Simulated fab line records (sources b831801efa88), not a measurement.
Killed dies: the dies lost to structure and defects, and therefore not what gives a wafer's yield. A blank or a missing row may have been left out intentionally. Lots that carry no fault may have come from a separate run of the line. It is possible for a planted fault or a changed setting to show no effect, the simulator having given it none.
A sampling plan put to the test + flow gf180mcu + each of the 56 faults these records tell of, on one fab line, judged from the records of the lots it struck
The plan is the line's own looks: the steps of the route at which a gauge or an inspection reads the wafer and doesn't change it. A look is open to judgement when struck wafers have a number at it and the file gives its usual mean and standard deviation on fault-free wafers. Caught: a look later than the fault's first step finds the struck wafers' mean 4 or more of those standard deviations (sigma) from the usual mean. On the tool: the test repeated on the tool's own readings taken at the fault's steps. Caught also covers a different recipe on the struck wafers, or a record left blank for those wafers only.

THE FAULTS, as the simulator had put them in
1. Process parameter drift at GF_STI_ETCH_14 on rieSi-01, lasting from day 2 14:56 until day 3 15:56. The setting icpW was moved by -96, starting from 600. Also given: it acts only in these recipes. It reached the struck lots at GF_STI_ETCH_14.
2. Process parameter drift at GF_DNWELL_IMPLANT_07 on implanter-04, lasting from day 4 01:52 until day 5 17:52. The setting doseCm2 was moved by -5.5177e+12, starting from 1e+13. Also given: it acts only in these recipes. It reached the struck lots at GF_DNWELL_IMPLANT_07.
3. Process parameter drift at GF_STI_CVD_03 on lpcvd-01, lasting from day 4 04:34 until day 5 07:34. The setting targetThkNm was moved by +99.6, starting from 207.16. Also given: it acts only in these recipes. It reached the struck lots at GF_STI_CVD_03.
4. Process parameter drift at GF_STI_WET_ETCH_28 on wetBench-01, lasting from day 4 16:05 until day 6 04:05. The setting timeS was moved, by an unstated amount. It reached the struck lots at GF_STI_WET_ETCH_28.
5. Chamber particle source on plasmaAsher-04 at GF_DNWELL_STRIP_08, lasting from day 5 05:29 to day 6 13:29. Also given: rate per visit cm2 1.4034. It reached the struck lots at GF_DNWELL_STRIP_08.
6. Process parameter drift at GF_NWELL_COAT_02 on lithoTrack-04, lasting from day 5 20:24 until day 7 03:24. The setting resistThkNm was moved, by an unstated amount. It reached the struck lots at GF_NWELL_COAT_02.
7. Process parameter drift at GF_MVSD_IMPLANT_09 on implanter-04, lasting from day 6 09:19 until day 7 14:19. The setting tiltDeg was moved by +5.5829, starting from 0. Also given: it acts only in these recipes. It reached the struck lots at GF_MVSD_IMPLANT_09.
8. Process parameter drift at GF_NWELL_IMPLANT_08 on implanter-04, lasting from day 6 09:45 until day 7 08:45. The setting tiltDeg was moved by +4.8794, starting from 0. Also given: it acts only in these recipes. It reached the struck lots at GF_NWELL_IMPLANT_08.
9. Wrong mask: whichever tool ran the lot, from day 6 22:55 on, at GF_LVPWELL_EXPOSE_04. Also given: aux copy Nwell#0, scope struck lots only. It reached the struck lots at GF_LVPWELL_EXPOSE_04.
10. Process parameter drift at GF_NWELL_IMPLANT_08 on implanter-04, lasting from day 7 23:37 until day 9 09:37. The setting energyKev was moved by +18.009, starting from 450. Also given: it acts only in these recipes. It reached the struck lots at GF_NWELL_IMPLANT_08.
11. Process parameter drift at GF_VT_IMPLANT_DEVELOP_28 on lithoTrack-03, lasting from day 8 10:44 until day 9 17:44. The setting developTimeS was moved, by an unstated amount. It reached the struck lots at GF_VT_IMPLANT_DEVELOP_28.
12. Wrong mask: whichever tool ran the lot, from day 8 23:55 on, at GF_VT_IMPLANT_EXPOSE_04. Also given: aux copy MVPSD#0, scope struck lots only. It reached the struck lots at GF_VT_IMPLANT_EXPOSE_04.
13. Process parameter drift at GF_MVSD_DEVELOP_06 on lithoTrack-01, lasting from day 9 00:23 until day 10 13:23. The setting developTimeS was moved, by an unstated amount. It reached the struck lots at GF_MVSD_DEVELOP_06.
14. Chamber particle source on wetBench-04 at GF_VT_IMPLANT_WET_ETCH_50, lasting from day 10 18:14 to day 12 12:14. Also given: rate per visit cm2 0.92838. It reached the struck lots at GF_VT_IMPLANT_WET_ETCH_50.
15. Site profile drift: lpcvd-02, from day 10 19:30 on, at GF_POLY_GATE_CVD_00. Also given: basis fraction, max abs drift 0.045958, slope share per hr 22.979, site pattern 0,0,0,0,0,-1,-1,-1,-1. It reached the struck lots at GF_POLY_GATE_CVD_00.
16. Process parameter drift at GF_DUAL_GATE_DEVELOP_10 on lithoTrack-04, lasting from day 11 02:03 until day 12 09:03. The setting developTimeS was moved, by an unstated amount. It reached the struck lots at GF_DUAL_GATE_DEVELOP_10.
17. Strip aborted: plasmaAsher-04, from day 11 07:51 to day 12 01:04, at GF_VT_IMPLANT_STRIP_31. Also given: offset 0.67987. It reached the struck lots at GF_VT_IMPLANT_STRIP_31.
18. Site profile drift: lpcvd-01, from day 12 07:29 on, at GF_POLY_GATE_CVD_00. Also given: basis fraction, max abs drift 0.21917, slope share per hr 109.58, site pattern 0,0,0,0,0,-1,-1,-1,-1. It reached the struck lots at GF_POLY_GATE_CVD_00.
19. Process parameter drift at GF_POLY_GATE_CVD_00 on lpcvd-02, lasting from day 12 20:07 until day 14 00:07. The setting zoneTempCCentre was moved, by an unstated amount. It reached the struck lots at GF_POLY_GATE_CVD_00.
20. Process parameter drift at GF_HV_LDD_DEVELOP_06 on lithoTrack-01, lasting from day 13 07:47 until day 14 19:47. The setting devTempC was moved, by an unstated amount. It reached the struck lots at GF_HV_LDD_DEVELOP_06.
21. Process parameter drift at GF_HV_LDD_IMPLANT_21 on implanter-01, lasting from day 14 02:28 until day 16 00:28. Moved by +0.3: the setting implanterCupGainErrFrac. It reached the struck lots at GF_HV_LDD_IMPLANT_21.
22. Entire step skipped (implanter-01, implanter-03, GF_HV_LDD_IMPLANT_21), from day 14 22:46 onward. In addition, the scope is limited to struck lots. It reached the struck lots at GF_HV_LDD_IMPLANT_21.
23. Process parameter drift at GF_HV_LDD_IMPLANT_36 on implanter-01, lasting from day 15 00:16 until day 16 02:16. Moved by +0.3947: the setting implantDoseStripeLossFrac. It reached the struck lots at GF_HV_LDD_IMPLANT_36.
24. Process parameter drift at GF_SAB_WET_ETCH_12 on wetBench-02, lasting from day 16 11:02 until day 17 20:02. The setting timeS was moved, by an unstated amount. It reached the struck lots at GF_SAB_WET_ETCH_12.
25. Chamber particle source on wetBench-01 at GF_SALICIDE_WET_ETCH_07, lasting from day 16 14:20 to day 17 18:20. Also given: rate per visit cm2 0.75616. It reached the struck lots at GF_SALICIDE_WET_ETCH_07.
26. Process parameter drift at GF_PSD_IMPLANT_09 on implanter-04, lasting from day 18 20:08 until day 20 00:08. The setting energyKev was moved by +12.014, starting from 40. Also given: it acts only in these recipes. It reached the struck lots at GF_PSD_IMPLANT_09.
27. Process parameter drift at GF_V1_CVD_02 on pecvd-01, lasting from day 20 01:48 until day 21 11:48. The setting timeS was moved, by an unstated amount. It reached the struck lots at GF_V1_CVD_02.
28. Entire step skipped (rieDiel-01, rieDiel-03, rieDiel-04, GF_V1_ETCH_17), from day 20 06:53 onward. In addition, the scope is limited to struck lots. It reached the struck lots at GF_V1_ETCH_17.
29. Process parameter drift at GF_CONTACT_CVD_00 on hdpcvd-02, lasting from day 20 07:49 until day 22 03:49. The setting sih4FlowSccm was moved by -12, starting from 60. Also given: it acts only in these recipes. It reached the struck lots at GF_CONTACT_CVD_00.
30. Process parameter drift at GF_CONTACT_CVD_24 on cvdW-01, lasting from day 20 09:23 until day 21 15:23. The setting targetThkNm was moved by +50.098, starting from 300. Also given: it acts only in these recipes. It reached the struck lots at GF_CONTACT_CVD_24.
31. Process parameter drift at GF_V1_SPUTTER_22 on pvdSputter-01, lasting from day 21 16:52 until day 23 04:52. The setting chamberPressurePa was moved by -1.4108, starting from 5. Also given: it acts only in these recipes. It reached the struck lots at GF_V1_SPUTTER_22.
32. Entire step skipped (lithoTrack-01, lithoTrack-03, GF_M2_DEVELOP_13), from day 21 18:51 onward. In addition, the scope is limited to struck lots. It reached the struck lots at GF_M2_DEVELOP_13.
33. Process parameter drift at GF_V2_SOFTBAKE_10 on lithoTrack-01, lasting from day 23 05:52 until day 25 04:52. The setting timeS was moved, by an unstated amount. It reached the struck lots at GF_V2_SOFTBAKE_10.
34. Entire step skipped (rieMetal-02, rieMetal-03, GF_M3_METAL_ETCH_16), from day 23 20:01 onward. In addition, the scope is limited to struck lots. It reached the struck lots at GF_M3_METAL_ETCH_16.
35. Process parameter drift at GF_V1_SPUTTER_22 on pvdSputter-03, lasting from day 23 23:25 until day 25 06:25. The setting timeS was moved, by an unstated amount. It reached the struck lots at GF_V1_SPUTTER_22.
36. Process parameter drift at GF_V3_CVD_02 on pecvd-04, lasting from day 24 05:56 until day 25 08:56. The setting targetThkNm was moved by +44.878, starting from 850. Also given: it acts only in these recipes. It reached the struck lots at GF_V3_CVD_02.
37. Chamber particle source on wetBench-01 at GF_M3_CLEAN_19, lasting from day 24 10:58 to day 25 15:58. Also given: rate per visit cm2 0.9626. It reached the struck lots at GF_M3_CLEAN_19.
38. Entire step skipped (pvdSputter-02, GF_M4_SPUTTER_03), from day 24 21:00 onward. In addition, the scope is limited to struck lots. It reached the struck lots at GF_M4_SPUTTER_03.
39. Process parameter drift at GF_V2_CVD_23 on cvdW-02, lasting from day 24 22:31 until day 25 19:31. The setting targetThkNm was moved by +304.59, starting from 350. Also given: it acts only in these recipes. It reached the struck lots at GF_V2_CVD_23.
40. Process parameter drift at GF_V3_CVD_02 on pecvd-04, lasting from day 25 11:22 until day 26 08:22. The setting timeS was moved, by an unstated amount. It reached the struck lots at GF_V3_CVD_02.
41. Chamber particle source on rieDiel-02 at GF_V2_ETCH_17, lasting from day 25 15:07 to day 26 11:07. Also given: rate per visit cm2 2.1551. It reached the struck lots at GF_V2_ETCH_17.
42. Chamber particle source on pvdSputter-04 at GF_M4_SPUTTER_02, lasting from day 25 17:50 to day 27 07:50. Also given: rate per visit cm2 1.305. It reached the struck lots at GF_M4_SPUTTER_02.
43. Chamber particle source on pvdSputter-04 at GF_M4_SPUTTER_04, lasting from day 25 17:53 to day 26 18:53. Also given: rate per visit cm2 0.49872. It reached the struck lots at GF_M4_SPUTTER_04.
44. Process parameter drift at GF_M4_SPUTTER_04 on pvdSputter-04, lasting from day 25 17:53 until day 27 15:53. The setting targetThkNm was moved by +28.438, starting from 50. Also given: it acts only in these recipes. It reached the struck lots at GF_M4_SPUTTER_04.
45. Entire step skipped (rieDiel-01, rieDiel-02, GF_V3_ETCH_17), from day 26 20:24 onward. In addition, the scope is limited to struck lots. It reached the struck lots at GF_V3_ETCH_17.
46. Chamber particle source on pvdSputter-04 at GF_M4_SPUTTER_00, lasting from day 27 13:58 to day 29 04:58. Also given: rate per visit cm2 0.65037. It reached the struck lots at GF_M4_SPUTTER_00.
47. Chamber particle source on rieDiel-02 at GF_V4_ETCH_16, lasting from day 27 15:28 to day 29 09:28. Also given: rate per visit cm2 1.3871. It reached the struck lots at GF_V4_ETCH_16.
48. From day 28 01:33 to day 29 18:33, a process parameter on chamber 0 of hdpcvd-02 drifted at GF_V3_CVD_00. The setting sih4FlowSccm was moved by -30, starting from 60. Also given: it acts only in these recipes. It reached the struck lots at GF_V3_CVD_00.
49. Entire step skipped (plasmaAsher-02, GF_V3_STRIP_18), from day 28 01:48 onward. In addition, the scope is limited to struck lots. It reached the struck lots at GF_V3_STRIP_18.
50. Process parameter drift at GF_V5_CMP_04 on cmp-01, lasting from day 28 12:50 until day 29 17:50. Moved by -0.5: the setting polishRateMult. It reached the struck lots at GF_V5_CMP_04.
51. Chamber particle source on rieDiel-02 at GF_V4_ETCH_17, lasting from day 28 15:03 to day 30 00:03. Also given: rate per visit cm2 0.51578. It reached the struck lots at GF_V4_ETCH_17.
52. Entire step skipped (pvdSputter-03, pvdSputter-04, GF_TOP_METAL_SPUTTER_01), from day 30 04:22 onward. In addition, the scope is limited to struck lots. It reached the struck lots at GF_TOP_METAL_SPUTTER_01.
53. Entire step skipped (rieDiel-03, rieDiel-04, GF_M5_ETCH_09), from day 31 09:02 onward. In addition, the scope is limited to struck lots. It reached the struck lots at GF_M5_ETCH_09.
54. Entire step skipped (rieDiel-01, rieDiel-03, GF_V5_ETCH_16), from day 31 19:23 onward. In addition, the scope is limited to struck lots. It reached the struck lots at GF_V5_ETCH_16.
55. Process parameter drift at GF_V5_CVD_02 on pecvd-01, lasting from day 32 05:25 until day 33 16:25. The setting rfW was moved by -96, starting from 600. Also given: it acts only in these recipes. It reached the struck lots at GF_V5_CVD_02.
56. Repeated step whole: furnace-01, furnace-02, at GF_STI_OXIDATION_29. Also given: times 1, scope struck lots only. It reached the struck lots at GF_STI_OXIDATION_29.

WHAT THE PLAN SAW
| fault | on the tool itself                               | first look that catches it                      | reading, sigma                                                    | median hours from its first step to that look | hours from the fault's start to the first struck lot there | judged looks passed uncaught |
|-------|--------------------------------------------------|-------------------------------------------------|-------------------------------------------------------------------|-----------------------------------------------|------------------------------------------------------------|------------------------------|
| 1     | rfFwdPowerW -47 sigma                            | no look after it can be judged                  | -                                                                 | -                                             | -                                                          | 0                            |
| 2     | doseIonsCm2 -99 or beyond sigma                  | GF_DNWELL_TW_MEAS_09                            | DNWELL_TW -13                                                     | 0.3                                           | 5                                                          | 0                            |
| 3     | under 2 sigma                                    | GF_STI_THK_MEAS_04                              | STI_CVD_03_THK +49                                                | 2.0                                           | 7                                                          | 0                            |
| 4     | runLengthS -7.0 sigma                            | none of the 4 looks that can be judged after it | -                                                                 | -                                             | -                                                          | 4                            |
| 5     | under 2 sigma                                    | none of the 2 looks that can be judged after it | -                                                                 | -                                             | -                                                          | 2                            |
| 6     | no reading that can be judged                    | not the one look that can be judged after it    | -                                                                 | -                                             | -                                                          | 1                            |
| 7     | tiltDeg +99 or beyond sigma                      | GF_MVSD_TW_MEAS_11                              | MVSD_TW +4.0                                                      | 0.2                                           | 12                                                         | 0                            |
| 8     | tiltDeg +99 or beyond sigma                      | GF_NWELL_TW_MEAS_11                             | NWELL_TW +22                                                      | 0.4                                           | 3                                                          | 0                            |
| 9     | under 2 sigma                                    | GF_LVPWELL_TW_MEAS_11                           | LVPWELL_TW -99 or beyond                                          | 8.1                                           | 11                                                         | 0                            |
| 10    | beamEnergyKeV +99 or beyond sigma                | none of the 2 looks that can be judged after it | strongest: NWELL_RS at GF_VT_IMPLANT_RS_MEAS_47, -2.8             | -                                             | -                                                          | 2                            |
| 11    | no reading that can be judged                    | GF_VT_IMPLANT_TW_MEAS_32                        | VT_IMPLANT_3_TW -59                                               | 0.4                                           | 7                                                          | 0                            |
| 12    | no reading that can be judged                    | GF_VT_IMPLANT_TW_MEAS_10                        | VT_IMPLANT_TW -55                                                 | 8.3                                           | 12                                                         | 0                            |
| 13    | under 2 sigma                                    | not the one look that can be judged after it    | -                                                                 | -                                             | -                                                          | 1                            |
| 14    | no reading that can be judged                    | none of the 3 looks that can be judged after it | -                                                                 | -                                             | -                                                          | 3                            |
| 15    | no reading that can be judged                    | not the one look that can be judged after it    | strongest: POLY_GATE_CVD_00_THK at GF_POLY_GATE_THK_MEAS_01, -2.6 | -                                             | -                                                          | 1                            |
| 16    | under 2 sigma                                    | no look after it can be judged                  | -                                                                 | -                                             | -                                                          | 0                            |
| 17    | oesProductAu +52 sigma                           | GF_VT_IMPLANT_TW_MEAS_43                        | VT_IMPLANT_4_TW -55                                               | 19.7                                          | 37                                                         | 0                            |
| 18    | under 2 sigma                                    | GF_POLY_GATE_THK_MEAS_01                        | POLY_GATE_CVD_00_THK -12                                          | 1.3                                           | 13                                                         | 0                            |
| 19    | spikeTcCentreC +17 sigma                         | GF_POLY_GATE_THK_MEAS_01                        | POLY_GATE_CVD_00_THK +20                                          | 1.3                                           | 11                                                         | 0                            |
| 20    | developerTempC +24 sigma                         | GF_HV_LDD_CD_MEAS_07                            | cdNm -4.0                                                         | 0.2                                           | 8                                                          | 0                            |
| 21    | faradayCurrentUA +14 sigma                       | GF_HV_LDD_TW_MEAS_23                            | HV_LDD_2_TW -10                                                   | 0.2                                           | 6                                                          | 0                            |
| 22    | the tool's record is blank for the struck wafers | GF_HV_LDD_TW_MEAS_23                            | HV_LDD_2_TW -99 or beyond                                         | 0.2                                           | 4                                                          | 0                            |
| 23    | no reading that can be judged                    | none of the 7 looks that can be judged after it | -                                                                 | -                                             | -                                                          | 7                            |
| 24    | runLengthS -42 sigma                             | no look after it can be judged                  | -                                                                 | -                                             | -                                                          | 0                            |
| 25    | no reading that can be judged                    | not the one look that can be judged after it    | -                                                                 | -                                             | -                                                          | 1                            |
| 26    | beamEnergyKeV +99 or beyond sigma                | GF_PSD_TW_MEAS_11                               | PSD_TW +4.6                                                       | 0.2                                           | 5                                                          | 0                            |
| 27    | runLengthS +25 sigma                             | GF_V1_THK_MEAS_03                               | V1_CVD_02_THK +10                                                 | 0.1                                           | 10                                                         | 0                            |
| 28    | the tool's record is blank for the struck wafers | no look after it can be judged                  | -                                                                 | -                                             | -                                                          | 0                            |
| 29    | sih4FlowSccm -60 sigma                           | GF_CONTACT_THK_MEAS_01                          | CONTACT_CVD_00_THK -18                                            | 0.1                                           | 5                                                          | 0                            |
| 30    | under 2 sigma                                    | GF_CONTACT_RS_MEAS_25                           | CONTACT_W_RS -12                                                  | 0.1                                           | 4                                                          | 0                            |
| 31    | chamberPressurePa -99 or beyond sigma            | no look after it can be judged                  | -                                                                 | -                                             | -                                                          | 0                            |
| 32    | no reading that can be judged                    | no look after it can be judged                  | -                                                                 | -                                             | -                                                          | 0                            |
| 33    | heaterPowerTotalW +99 or beyond sigma            | GF_V2_CD_MEAS_14                                | cdNm -6.5                                                         | 11.6                                          | 15                                                         | 0                            |
| 34    | the tool's record is blank for the struck wafers | no look after it can be judged                  | -                                                                 | -                                             | -                                                          | 0                            |
| 35    | under 2 sigma                                    | no look after it can be judged                  | -                                                                 | -                                             | -                                                          | 0                            |
| 36    | under 2 sigma                                    | GF_V3_THK_MEAS_03                               | V3_CVD_02_THK +4.1                                                | 0.1                                           | 8                                                          | 0                            |
| 37    | no reading that can be judged                    | no look after it can be judged                  | -                                                                 | -                                             | -                                                          | 0                            |
| 38    | the tool's record is blank for the struck wafers | no look after it can be judged                  | -                                                                 | -                                             | -                                                          | 0                            |
| 39    | under 2 sigma                                    | GF_V2_RS_MEAS_24                                | V2_W_RS -47                                                       | 0.2                                           | 6                                                          | 0                            |
| 40    | runLengthS -99 or beyond sigma                   | GF_V3_THK_MEAS_03                               | V3_CVD_02_THK -43                                                 | 0.1                                           | 4                                                          | 0                            |
| 41    | under 2 sigma                                    | not the one look that can be judged after it    | -                                                                 | -                                             | -                                                          | 1                            |
| 42    | under 2 sigma                                    | not the one look that can be judged after it    | -                                                                 | -                                             | -                                                          | 1                            |
| 43    | under 2 sigma                                    | none of the 3 looks that can be judged after it | -                                                                 | -                                             | -                                                          | 3                            |
| 44    | under 2 sigma                                    | GF_M4_THK_MEAS_06                               | M4_ALCU_THK -4.2                                                  | 0.2                                           | 4                                                          | 0                            |
| 45    | the tool's record is blank for the struck wafers | no look after it can be judged                  | -                                                                 | -                                             | -                                                          | 0                            |
| 46    | under 2 sigma                                    | no look after it can be judged                  | -                                                                 | -                                             | -                                                          | 0                            |
| 47    | under 2 sigma                                    | no look after it can be judged                  | -                                                                 | -                                             | -                                                          | 0                            |
| 48    | sih4FlowSccm -99 or beyond sigma                 | GF_V3_THK_MEAS_01                               | V3_CVD_00_THK -43                                                 | 0.1                                           | 12                                                         | 0                            |
| 49    | the tool's record is blank for the struck wafers | no look after it can be judged                  | -                                                                 | -                                             | -                                                          | 0                            |
| 50    | under 2 sigma                                    | not the one look that can be judged after it    | -                                                                 | -                                             | -                                                          | 1                            |
| 51    | under 2 sigma                                    | not the one look that can be judged after it    | -                                                                 | -                                             | -                                                          | 1                            |
| 52    | the tool's record is blank for the struck wafers | no look after it can be judged                  | -                                                                 | -                                             | -                                                          | 0                            |
| 53    | the tool's record is blank for the struck wafers | no look after it can be judged                  | -                                                                 | -                                             | -                                                          | 0                            |
| 54    | the tool's record is blank for the struck wafers | no look after it can be judged                  | -                                                                 | -                                             | -                                                          | 0                            |
| 55    | rfFwdPowerW -47 sigma                            | GF_V5_THK_MEAS_03                               | V5_CVD_02_THK -4.7                                                | 0.1                                           | 7                                                          | 0                            |
| 56    | under 2 sigma                                    | GF_STI_THK_MEAS_30                              | STI_OXIDATION_02_THK +32                                          | 3.5                                           | -                                                          | 0                            |
Dash: fault not caught, or number not given in these records.

Caught at a look: 25 of 56. Caught on the tool: 28 of 56. By one or the other: 38 of 56.
Faults 1, 4, 10, 24, 28, 31, 34, 38, 45, 49, 52, 53, 54 were caught on the tool alone.
Caught at a look alone: faults 3, 9, 11, 12, 18, 30, 36, 39, 44, 56.
Caught by neither: faults 5, 6, 13, 14, 15, 16, 23, 25, 32, 35, 37, 41, 42, 43, 46, 47, 50, 51.

THINNER SAMPLING
Were the look that catches a fault to measure just every second or every third lot (counted by lot number), the first struck lot would, at worst, be measured this late:
| fault | struck lots at that look, in order of time | every lot | every second lot | every third lot |
|-------|--------------------------------------------|-----------|------------------|-----------------|
| 2     | L554, L555                                 | 5 h       | 11 h             | may miss all 2  |
| 3     | L667, L670                                 | 7 h       | 22 h             | may miss all 2  |
| 7     | L207, L208                                 | 12 h      | 18 h             | may miss all 2  |
| 8     | L416, L418                                 | 3 h       | may miss all 2   | may miss all 2  |
| 9     | L572                                       | 11 h      | may miss it      | may miss it     |
| 11    | L670, L671                                 | 7 h       | 13 h             | may miss all 2  |
| 12    | L934                                       | 12 h      | may miss it      | may miss it     |
| 17    | L103                                       | 37 h      | may miss it      | may miss it     |
| 18    | L721, L722                                 | 13 h      | 16 h             | may miss all 2  |
| 19    | L114, L115                                 | 11 h      | 20 h             | may miss all 2  |
| 20    | L691, L693                                 | 8 h       | may miss all 2   | may miss all 2  |
| 21    | L527, L528                                 | 6 h       | 12 h             | may miss all 2  |
| 22    | L571, L572, L573                           | 4 h       | 14 h             | 18 h            |
| 26    | L310, L311                                 | 5 h       | 15 h             | may miss all 2  |
| 27    | L319, L321                                 | 10 h      | may miss all 2   | may miss all 2  |
| 29    | L129, L130, L134                           | 5 h       | 8 h              | 43 h            |
| 30    | L643, L644                                 | 4 h       | 10 h             | may miss all 2  |
| 33    | L694, L695                                 | 15 h      | 25 h             | may miss all 2  |
| 36    | L104, L105, L106                           | 8 h       | 16 h             | 26 h            |
| 39    | L168, L169                                 | 6 h       | 16 h             | may miss all 2  |
| 40    | L900, L901                                 | 4 h       | 8 h              | may miss all 2  |
| 44    | L192, L193                                 | 4 h       | 13 h             | may miss all 2  |
| 48    | L377                                       | 12 h      | may miss it      | may miss it     |
| 55    | L954, L955                                 | 7 h       | 21 h             | may miss all 2  |
The hour figures run from when the fault began to the first measured lot among those it struck. The test against the limit of 4 sigma pooled every struck wafer, which means one lot taken alone may stay below that limit. Other struck lots may not be in these records.

THE LONGEST TIMED WAY FROM STEP TO LOOK
In fault 17, a median of 19.7 hours elapses between GF_VT_IMPLANT_STRIP_31 and GF_VT_IMPLANT_TW_MEAS_43. No look between them can be judged.
